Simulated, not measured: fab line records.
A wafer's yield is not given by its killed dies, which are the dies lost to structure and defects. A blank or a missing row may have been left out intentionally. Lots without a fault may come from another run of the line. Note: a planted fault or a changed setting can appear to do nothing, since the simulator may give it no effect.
Which tool is to blame? :: flow gf180mcu :: 12 lots with 36 wafers sampled at 3 steps, on a route of 602 steps

WHAT THE GAUGES READ, wafer by wafer
GF_V5_THK_MEAS_03.
lot: L075
measured: day 26 16:19
on: filmMetro-04
V5_CVD_02_THK (nm): 1468 1483 1488

lot: L077
measured: day 27 14:40
on: filmMetro-03
V5_CVD_02_THK (nm): 1447 1480 1477

lot: L079
measured: day 27 19:53
on: filmMetro-04
V5_CVD_02_THK (nm): 1412 1421 1438

lot: L081
measured: day 28 15:08
on: filmMetro-01
V5_CVD_02_THK (nm): 1464 1453 1478

lot: L083
measured: day 29 03:41
on: filmMetro-03
V5_CVD_02_THK (nm): 1425 1435 1439

lot: L085
measured: day 29 21:12
on: filmMetro-01
V5_CVD_02_THK (nm): 1415 1450 1431

lot: L087
measured: day 30 14:17
on: filmMetro-01
V5_CVD_02_THK (nm): 1436 1445 1453

lot: L089
measured: day 30 19:20
on: filmMetro-01
V5_CVD_02_THK (nm): 1436 1463 1437

lot: L091
measured: day 31 10:36
on: filmMetro-01
V5_CVD_02_THK (nm): 1441 1455 1444

lot: L093
measured: day 31 22:08
on: filmMetro-04
V5_CVD_02_THK (nm): 1430 1431 1443

lot: L095
measured: day 32 12:51
on: filmMetro-03
V5_CVD_02_THK (nm): 1431 1465 1459

lot: L097
measured: day 32 20:25
on: filmMetro-01
V5_CVD_02_THK (nm): 1433 1444 1469

TOOL THAT RAN EACH LOT (tool first, then ch and the chambers of the sampled wafers, then the start)
lot: L075
GF_M4_SPUTTER_04: pvdSputter-02, day 22 20:59
GF_MIM_SPUTTER_04: pvdSputter-03, day 24 20:42

lot: L077
GF_M4_SPUTTER_04: pvdSputter-02, day 23 21:17
GF_MIM_SPUTTER_04: pvdSputter-02, day 25 19:18

lot: L079
GF_M4_SPUTTER_04: pvdSputter-01, day 24 03:11
GF_MIM_SPUTTER_04: pvdSputter-03, day 26 00:58

lot: L081
GF_M4_SPUTTER_04: pvdSputter-02, day 24 23:35
GF_MIM_SPUTTER_04: pvdSputter-03, day 26 20:34

lot: L083
GF_M4_SPUTTER_04: pvdSputter-01, day 25 13:47
GF_MIM_SPUTTER_04: pvdSputter-02, day 27 10:09

lot: L085
GF_M4_SPUTTER_04: pvdSputter-01, day 26 08:22
GF_MIM_SPUTTER_04: pvdSputter-04, day 28 04:37

lot: L087
GF_M4_SPUTTER_04: pvdSputter-01, day 27 02:32
GF_MIM_SPUTTER_04: pvdSputter-02, day 28 21:48

lot: L089
GF_M4_SPUTTER_04: pvdSputter-04, day 27 09:59
GF_MIM_SPUTTER_04: pvdSputter-04, day 29 04:38

lot: L091
GF_M4_SPUTTER_04: pvdSputter-01, day 28 03:13
GF_MIM_SPUTTER_04: pvdSputter-04, day 29 20:39

lot: L093
GF_M4_SPUTTER_04: pvdSputter-04, day 28 15:08
GF_MIM_SPUTTER_04: pvdSputter-03, day 30 09:00

lot: L095
GF_M4_SPUTTER_04: pvdSputter-01, day 29 09:32
GF_MIM_SPUTTER_04: pvdSputter-03, day 31 00:40

lot: L097
GF_M4_SPUTTER_04: pvdSputter-01, day 29 17:38
GF_MIM_SPUTTER_04: pvdSputter-04, day 31 09:37
- GF_M4_SPUTTER_04: material TiN, target thk 50 nm, time 41.7 s.
- GF_MIM_SPUTTER_04: material TiN, target thk 50 nm, time 41.7 s.

THE ANSWER, worked out from the rows above alone
Rule: what is usual is taken from the lots themselves. Put in order of their means at a reading, lots are off if they are a third of the lots or fewer, leave a main group of 4 or more, and stand apart from it by a gap of 3 or more times the standard deviation of the main group's means; of several such gaps the widest counts. Not used: any main group whose means are identical at the precision the tables above print for the reading. A lot without any number at a reading at which 4 lots or more have one is off too. All remaining lots with rows at the step are treated as sound.
No lot is off on any of the readings shown, so nothing can be concluded from this.

WHAT THE SIMULATOR HAD PUT IN
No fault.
